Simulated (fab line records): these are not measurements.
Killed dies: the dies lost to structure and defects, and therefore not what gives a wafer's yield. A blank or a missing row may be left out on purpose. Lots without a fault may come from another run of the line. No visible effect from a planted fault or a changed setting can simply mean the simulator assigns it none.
A lot that was struck, set against a sound lot / flow sky130 / 19 out of 708 route steps
Sound: the wafers L577.1, L577.2, L577.5. Struck: wafers L580.1, L580.3, L580.5. The cause is named last.
For every step that has rows: the tool of each side, followed by ch and its chambers, followed by its first start. Under that, the readings that differ: sound wafers / struck wafers / difference of the means / sigmas: that difference in standard deviations of wafers without a fault.
alike: words and numbers the same on both sides, and readings whose means are apart by under 2 such deviations; not compared: readings that were withheld, readings missing a value for some wafer, numbers with overlapping values and no deviation given by the record, and bounds like >300 which may hide the same value.
The two part at a step that has a row with sigmas, a row that says differs or no value, or rows on one side only. When numbers do not overlap yet have no deviation, they are printed without sigmas and do not part them. A reading that every wafer of one side lacks parts them only if that side has two wafers or more.

first, 6 steps without rows for these wafers: SKY_RES_XHIGH_COAT_02 (resist thk 1140 nm); SKY_RES_XHIGH_SOFTBAKE_03 (time 60 s); SKY_RES_XHIGH_EXPOSE_04 (exposes mask URPM, target cd 1270 nm); SKY_RES_XHIGH_PEB_05; SKY_RES_XHIGH_DEVELOP_06 (develop time 60 s); SKY_RES_XHIGH_IMPLANT_07.
SKY_RES_XHIGH_STRIP_08: strips in O2/N2.
  sound on plasma-asher-02 ch 0,1, day 31 10:27; struck on plasma-asher-02 ch 1, day 31 20:58
  alike: drypump-motor-current-A, oes-product-au, strip-time-to-endpoint-s
  not compared: rf-hours-counter-h
SKY_RES_XHIGH_TW_MEAS_09:
  sound on film-metro-03 at day 31 10:33; struck on film-metro-04 at day 31 21:04
  alike: RES_XHIGH_TW
then, 4 steps without rows for these wafers: SKY_SD_N_DEHYDRATE_00 (time 60 s); SKY_SD_N_HMDS_01 (prime time 60 s); SKY_SD_N_COAT_02 (resist thk 1140 nm); SKY_SD_N_SOFTBAKE_03 (time 60 s).
SKY_SD_N_EXPOSE_04: exposes mask NSDM, target cd 380 nm.
  sound on iline-stepper-02 ch 0, day 32 00:25; struck on iline-stepper-01 ch 0, day 32 11:28
reading=model.SD_N.overlay-x-nm (nm); sound=-1.293 -1.293 -1.293; struck=-102.8 -102.8 -102.8; difference=-101.5; sigmas=
  alike: mask
then, 2 steps without rows for these wafers: SKY_SD_N_PEB_05; SKY_SD_N_DEVELOP_06 (develop time 60 s).
SKY_SD_N_CD_MEAS_07: the cd target is 380 nm.
  sound on cd-sem-01 at day 32 14:23; struck on cd-sem-01 at day 32 23:23
  alike: cd-nm
SKY_SD_N_OVL_MEAS_08:
  sound on overlay-02 at day 32 14:31; struck on overlay-01 at day 32 23:31
reading=SD_N_OVL (nm); sound=-0.6 -1.5 -1.2; struck=-104.3 -102.9 -103.7; difference=-102.5; sigmas=-85
then, 2 steps without rows for these wafers: SKY_SD_N_IMPLANT_09; SKY_PAD_OPEN_PROBE_99.

WHERE THEY PART
Only at SKY_SD_N_OVL_MEAS_08, as far as this record shows.

WHY: the cause the simulator had injected
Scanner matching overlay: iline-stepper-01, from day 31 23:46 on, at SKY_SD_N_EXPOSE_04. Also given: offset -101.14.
